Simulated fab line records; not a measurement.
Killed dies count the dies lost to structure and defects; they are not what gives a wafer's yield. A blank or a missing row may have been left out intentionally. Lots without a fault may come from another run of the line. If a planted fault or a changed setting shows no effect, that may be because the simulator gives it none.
Problem report in the 8D (eight disciplines) form, filled by code / flow sky130 / the parts of the form that need people (team, actions taken, sign-off) are left out

== 1. WHAT IS WRONG ==
Wafers without a fault read 299.9 nm, standard deviation 1.2; cd_nm at SKY_METAL4_CD_MEAS_13 reads a mean of 286.9 nm on 3 wafers belonging to 3 lots. Relative to the usual mean, that is a shift of -11 standard deviations.
The step: target cd 300 nm.
Earliest sighting: wafer L731.4 on cd_sem-02 at day 45 10:29. Wafers with a number at this step in the record: 35, from 12 lots. The rule behind "out" and "out of limits": a value lying over 4 standard deviations away from the usual mean. The other wafers with a number count as sound.

== 2. WHAT IT IS, AND WHAT IT ISN'T ==
question=which readings at this step | is=cd_nm | is not=-
question=which lots | is=L731, L732, L733 | is not=L720, L721, L722, L724, L728, L729, L730, L739, L740
question=which wafers of those lots | is=L731.4, L732.4, L733.2 | is not=L731.5, L732.5, L732.6, L733.3, L733.6
question=read on which gauges | is=cd_sem-01, cd_sem-02 | is not=-
question=when | is=from day 45 10:29 | is not=up to then (22 sound wafers); but 10 sound wafers of L732, L733, L739, L740 came after

== 3. THE SUSPECTS, EACH WITH WHAT RULES IT OUT ==
Counting: if a tool at a process step up to the reading ran every lot that is out, it stays a suspect. Sound lots after the first of them don't rule it out here, since some wafers of a struck lot are sound.
- the gauge at SKY_METAL4_CD_MEAS_13 has been ruled out. 2 gauges (cd_sem-01, cd_sem-02) read the wafers that are out.
- krf_scanner-02 at SKY_METAL4_EXPOSE_10 (exposes mask MM4, target cd 300 nm): kept. It ran every lot that is out, first L731 (day 44 23:32); its last sound lot up to then is L730 (day 44 19:05).
The count leaves krf_scanner-02 at SKY_METAL4_EXPOSE_10.

== 4. THE CAUSE (what the simulator had put in) ==
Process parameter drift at SKY_METAL4_EXPOSE_10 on krf_scanner-02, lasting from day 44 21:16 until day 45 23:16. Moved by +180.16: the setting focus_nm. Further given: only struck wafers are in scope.
After counting, this tool was the only one left.

== 5. THE CHAIN OF EFFECTS, in route order ==
Each row: a reading where the mean over the struck wafers with a number is more than 3 standard deviations away from the usual. Scope: only readings with a usual standard deviation given in the record; hours: median across lots of the time from each lot's start at the first step in this table that gives one to its start at this step; sigmas: change in usual standard deviations.
hours=0; step=SKY_METAL4_CD_MEAS_13; reading=cd_nm; usual=299.9 nm; on struck wafers=286.9; change=-13.0; sigmas=-11
At these later measuring or inspecting steps, every struck wafer for which the step has a row has a number for every such reading, and none has moved that far: SKY_VIA4_BOW_MEAS_03.

== 6. HOW IT WOULD HAVE BEEN CAUGHT EARLIER ==
The first out-of-limits reading at a measuring or inspecting step in this record came at day 45 10:29, 13 hours after the fault's start at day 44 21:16.
Lots out: 3; of these, L733 started SKY_METAL4_EXPOSE_10 on krf_scanner-02 after day 45 10:29. Holding the tool at that time would have saved it.
